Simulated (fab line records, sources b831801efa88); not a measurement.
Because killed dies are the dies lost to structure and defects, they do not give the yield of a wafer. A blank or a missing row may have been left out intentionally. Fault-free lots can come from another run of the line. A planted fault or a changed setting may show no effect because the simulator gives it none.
A lot that was struck, set against a sound lot :: flow sky130 :: 43 steps out of a route of 708
Sound: these wafers, L706.1, L706.4, L706.6. The struck wafers were L716.3, L716.5, L716.6. At the end, the cause is stated.
Order at every step that has rows: each side's tool, ch and its chambers, its first start. Under that, the readings that differ: sound wafers :: struck wafers :: difference of the means :: sigmas: that difference in standard deviations of wafers without a fault.
alike: a reading whose means differ by less than 2 such deviations, as well as words and numbers matching on both sides. not compared: withheld readings; readings where some wafer has no value; bounds like >300 that might hide an equal value; numbers whose values overlap and for which the record gives no deviation.
Wherever a step has rows on one side only, a row that says differs or no value, or a row with sigmas, the two part there. When numbers do not overlap yet have no deviation, they are printed without sigmas and do not part them. Lack of a reading on every wafer of one side parts them only where that side has two or more wafers.

first, 2 steps without rows for these wafers: SKY_CONTACT_PEB_12; SKY_CONTACT_DEVELOP_13 (develop time 60 s).
SKY_CONTACT_CD_MEAS_14: target cd 170 nm.
  sound on cd_sem-02 at day 33 04:35; struck on cd_sem-02 at day 36 09:02
  alike: cd_nm
SKY_CONTACT_OVL_MEAS_15:
  sound on overlay-02 at day 33 04:43; struck on overlay-01 at day 36 09:08
  alike: CONTACT_OVL
then, 2 steps without rows for these wafers: SKY_CONTACT_ETCH_16 (etches BARC in N2/H2, stops on SiO2, time 45.9 s, target depth 60 nm); SKY_CONTACT_ETCH_17 (etches SiO2 in C4F8/O2/Ar, stops on Si3N4, target depth 340 nm).
SKY_CONTACT_ETCH_18: etches Si3N4 in CHF3/O2, stops on TiN, time 39 s, target depth 75 nm.
  sound on rie_diel-04 ch 0,1,2; struck on rie_diel-02 ch 2,3
  alike: drypump_motor_current_A, oes_product_au, throttle_valve_pct
  not compared: rf_hours_counter_h
then, 5 steps without rows for these wafers: SKY_CONTACT_STRIP_19 (strips in O2/N2); SKY_CONTACT_STRIP_20 (strips in post etch residue remover, time 1200 s); SKY_CONTACT_CLEAN_21 (cleans in IPA, time 180 s); SKY_CONTACT_CLEAN_22 (cleans in O3/DIW); SKY_CONTACT_SPUTTER_23 (material TiN, target thk 20 nm, time 80 s).
SKY_CONTACT_CVD_24: deposits W, target thk 340 nm, time 102.12 s.
  sound on cvd_w-01 ch 0,1, day 33 05:33; struck on cvd_w-01 ch 0,1, day 36 09:59
  alike: heater_power_w
SKY_CONTACT_RS_MEAS_25: measurement is done with a four-point probe.
  sound on film_metro-03 at day 33 05:40; struck on film_metro-01 at day 36 10:05
  alike: CONTACT_W_RS
SKY_CONTACT_THK_MEAS_26: measures by xrf.
  sound on film_metro-03 at day 33 05:47; struck on film_metro-01 at day 36 10:11
  alike: CONTACT_W_THK
then, 1 step without rows for these wafers: SKY_CONTACT_CMP_27 (polishes, stops on SiO2, t overpolish 15 s, target thk 0 nm).
SKY_METAL1_SPUTTER_00: material Ti, target thk 15 nm, time 10 s.
  sound on pvd_sputter-03 at day 33 06:08; struck on pvd_sputter-01 at day 36 10:38
  alike: throttle_valve_pct
SKY_METAL1_SPUTTER_01: material TiN, target thk 20 nm, time 16.7 s.
  sound on pvd_sputter-03 at day 33 06:10; struck on pvd_sputter-01 at day 36 10:39
  alike: throttle_valve_pct
then, 2 steps without rows for these wafers: SKY_METAL1_SPUTTER_02 (material AlCu, target thk 250 nm, time 13.3 s); SKY_METAL1_SPUTTER_03 (material Ti, target thk 5 nm, time 3.3 s).
SKY_METAL1_SPUTTER_04: material TiN, target thk 70 nm, time 58.3 s.
  sound on pvd_sputter-03 at day 33 06:14; struck on pvd_sputter-01 at day 36 10:43
  alike: throttle_valve_pct
SKY_METAL1_RS_MEAS_05: measurement is done with a four-point probe.
  sound on film_metro-01 at day 33 06:18; struck on film_metro-03 at day 36 10:49
reading: METAL1_ALCU_RS (ohm/sq)
sound: 0.1271 0.1277 0.1282
struck: 0.1253 0.1252 0.1252
difference: -0.0024
sigmas: -2
SKY_METAL1_THK_MEAS_06: measures by xrf.
  sound on film_metro-01 at day 33 06:25; struck on film_metro-03 at day 36 10:55
reading: METAL1_ALCU_THK (nm)
sound: 247 247 245
struck: 254 254 254
difference: +8
sigmas: +2
then, 8 steps without rows for these wafers: SKY_METAL1_DEHYDRATE_07 (time 60 s); SKY_METAL1_HMDS_08 (prime time 60 s); SKY_METAL1_COAT_09 (resist thk 60 nm); SKY_METAL1_COAT_10 (resist thk 450 nm); SKY_METAL1_SOFTBAKE_11 (time 90 s); SKY_METAL1_EXPOSE_12 (exposes mask MM1, target cd 140 nm); SKY_METAL1_PEB_13; SKY_METAL1_DEVELOP_14 (develop time 60 s).
SKY_METAL1_CD_MEAS_15: target cd 140 nm.
  sound on cd_sem-01 at day 34 09:08; struck on cd_sem-02 at day 37 12:56
  alike: cd_nm
SKY_METAL1_OVL_MEAS_16:
  sound on overlay-02 at day 34 09:16; struck on overlay-02 at day 37 13:01
  alike: METAL1_OVL
then, 3 steps without rows for these wafers: SKY_METAL1_DESCUM_17 (chemistry O2, time 8 s); SKY_METAL1_ETCH_18 (etches BARC in N2/H2, stops on SiO2, time 45.9 s, target depth 60 nm); SKY_METAL1_METAL_ETCH_19 (etches the open film in Cl2/BCl3, stops on SiO2, target depth 360 nm, time 78 s).
SKY_METAL1_STRIP_20: strips in O2/N2.
  sound on plasma_asher-03 ch 0,1, day 34 09:29; struck on plasma_asher-02 ch 0,1, day 37 13:27
reading: strip_time_to_endpoint_s (s)
sound: 2.73 2.67 2.70
struck: 2.63 2.61 2.63
difference: -0.08
sigmas: -2
  alike: drypump_motor_current_A, n2_flow_sccm, oes_product_au
  not compared: rf_hours_counter_h
then, 4 steps without rows for these wafers: SKY_METAL1_STRIP_21 (strips in post etch residue remover, time 1200 s); SKY_METAL1_CLEAN_22 (cleans in IPA, time 180 s); SKY_METAL1_CLEAN_23 (cleans in O3/DIW); SKY_VIA1_HDPCVD_00 (deposits SiO2, target thk 1030 nm, time 171.7 s).
SKY_VIA1_THK_MEAS_01:
  sound on film_metro-01 at day 34 10:11; struck on film_metro-04 at day 37 14:08
  alike: VIA1_HDPCVD_THK
-- the record jumps here: 12 days lie between the struck wafers' starts before and after (it left off in module VIA1 and takes up again in module PAD_OPEN, whose first step shown is number 708 of the route) --
SKY_PAD_OPEN_PROBE_99:
  rows exist in the record for the struck wafers here (prober-02, day 49 09:40), but not for the sound ones

WHERE THEY PART
Last at SKY_PAD_OPEN_PROBE_99 as far as this record goes, first at SKY_METAL1_RS_MEAS_05.

WHY: what the simulator had put in
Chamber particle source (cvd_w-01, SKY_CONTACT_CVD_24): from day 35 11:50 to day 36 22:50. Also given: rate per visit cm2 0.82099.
